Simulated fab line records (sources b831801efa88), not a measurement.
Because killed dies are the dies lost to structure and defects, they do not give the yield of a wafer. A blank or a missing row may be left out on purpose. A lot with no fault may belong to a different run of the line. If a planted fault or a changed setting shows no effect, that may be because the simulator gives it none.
What tool caused it? || flow gf180mcu || 11 lots with 32 wafers sampled at 3 steps, on a route of 602 steps

== WHAT EACH GAUGE READ, for each wafer ==
GF_V3_THK_MEAS_01.
{"lot": "L809", "measured": "day 21 11:49", "on": "film metro-02", "V3_CVD_00_THK (nm)": "604 595 603"}
{"lot": "L810", "measured": "day 22 01:29", "on": "film metro-01", "V3_CVD_00_THK (nm)": "597 604 597"}
{"lot": "L820", "measured": "day 25 13:35", "on": "film metro-02", "V3_CVD_00_THK (nm)": "606 605"}
{"lot": "L824", "measured": "day 26 17:37", "on": "film metro-04", "V3_CVD_00_THK (nm)": "601 597 601"}
{"lot": "L825", "measured": "day 27 02:38", "on": "film metro-01", "V3_CVD_00_THK (nm)": "603 593 593"}
{"lot": "L826", "measured": "day 27 06:23", "on": "film metro-04", "V3_CVD_00_THK (nm)": "609 597 601"}
{"lot": "L828", "measured": "day 28 01:06", "on": "film metro-02", "V3_CVD_00_THK (nm)": "607 599 601"}
{"lot": "L829", "measured": "day 28 04:58", "on": "film metro-01", "V3_CVD_00_THK (nm)": "602 604 599"}
{"lot": "L831", "measured": "day 28 16:38", "on": "film metro-04", "V3_CVD_00_THK (nm)": "596 607 597"}
{"lot": "L830", "measured": "day 28 20:45", "on": "film metro-01", "V3_CVD_00_THK (nm)": "596 598 601"}
{"lot": "L832", "measured": "day 29 02:16", "on": "film metro-02", "V3_CVD_00_THK (nm)": "596 595 610"}

== WHAT TOOL EACH LOT RAN ON (gives the tool, then ch and the chambers of the sampled wafers, and finally the start) ==
{"lot": "L809", "GF_V2_ETCH_16": "rie diel-04 ch 0,2, day 20 09:38", "GF_V2_STRIP_18": "plasma asher-04 ch 0,1, day 20 09:46"}
{"lot": "L810", "GF_V2_ETCH_16": "rie diel-04 ch 1,2, day 20 22:44", "GF_V2_STRIP_18": "plasma asher-04 ch 0,1, day 20 22:52"}
{"lot": "L820", "GF_V2_ETCH_16": "rie diel-02 ch 2,3, day 24 12:53", "GF_V2_STRIP_18": "plasma asher-02 ch 0,1, day 24 13:04"}
{"lot": "L824", "GF_V2_ETCH_16": "rie diel-02 ch 0,2,3, day 25 18:20", "GF_V2_STRIP_18": "plasma asher-03 ch 0, day 25 18:28"}
{"lot": "L825", "GF_V2_ETCH_16": "rie diel-03 ch 0,1,2, day 26 03:16", "GF_V2_STRIP_18": "plasma asher-04 ch 0,1, day 26 03:23"}
{"lot": "L826", "GF_V2_ETCH_16": "rie diel-04 ch 1,2,3, day 26 07:02", "GF_V2_STRIP_18": "plasma asher-02 ch 0,1, day 26 07:12"}
{"lot": "L828", "GF_V2_ETCH_16": "rie diel-03 ch 1,2,3, day 27 01:44", "GF_V2_STRIP_18": "plasma asher-03 ch 0,1, day 27 01:52"}
{"lot": "L829", "GF_V2_ETCH_16": "rie diel-03 ch 0,1,2, day 27 06:58", "GF_V2_STRIP_18": "plasma asher-02 ch 0,1, day 27 07:08"}
{"lot": "L831", "GF_V2_ETCH_16": "rie diel-02 ch 0,1,2, day 27 19:05", "GF_V2_STRIP_18": "plasma asher-03 ch 0,1, day 27 19:13"}
{"lot": "L830", "GF_V2_ETCH_16": "rie diel-02 ch 0,1, day 27 22:58", "GF_V2_STRIP_18": "plasma asher-03 ch 0,1, day 27 23:05"}
{"lot": "L832", "GF_V2_ETCH_16": "rie diel-02 ch 0,1, day 28 04:44", "GF_V2_STRIP_18": "plasma asher-04 ch 0,1, day 28 04:52"}
- GF_V2_ETCH_16: etches BARC in N2/H2.
- GF_V2_STRIP_18: strips in O2/N2.

== THE ANSWER, worked out from the rows above alone ==
Rule: usual is defined by the lots themselves. The widest of any qualifying gaps counts: lots, ordered by their means at a reading, are off when they make up no more than a third of the lots, leave a main group of 4 or more, and stand apart from it by 3 or more times the standard deviation of that group's means. A main group whose means are all the same, to the digits that the tables above print for the reading, isn't used. A lot without any number at a reading at which 4 lots or more have one is off too. All remaining lots with rows at the step are treated as sound.
No lot is off on any of the readings shown, so nothing can be concluded from this.

== WHAT THE SIMULATOR HAD PUT IN ==
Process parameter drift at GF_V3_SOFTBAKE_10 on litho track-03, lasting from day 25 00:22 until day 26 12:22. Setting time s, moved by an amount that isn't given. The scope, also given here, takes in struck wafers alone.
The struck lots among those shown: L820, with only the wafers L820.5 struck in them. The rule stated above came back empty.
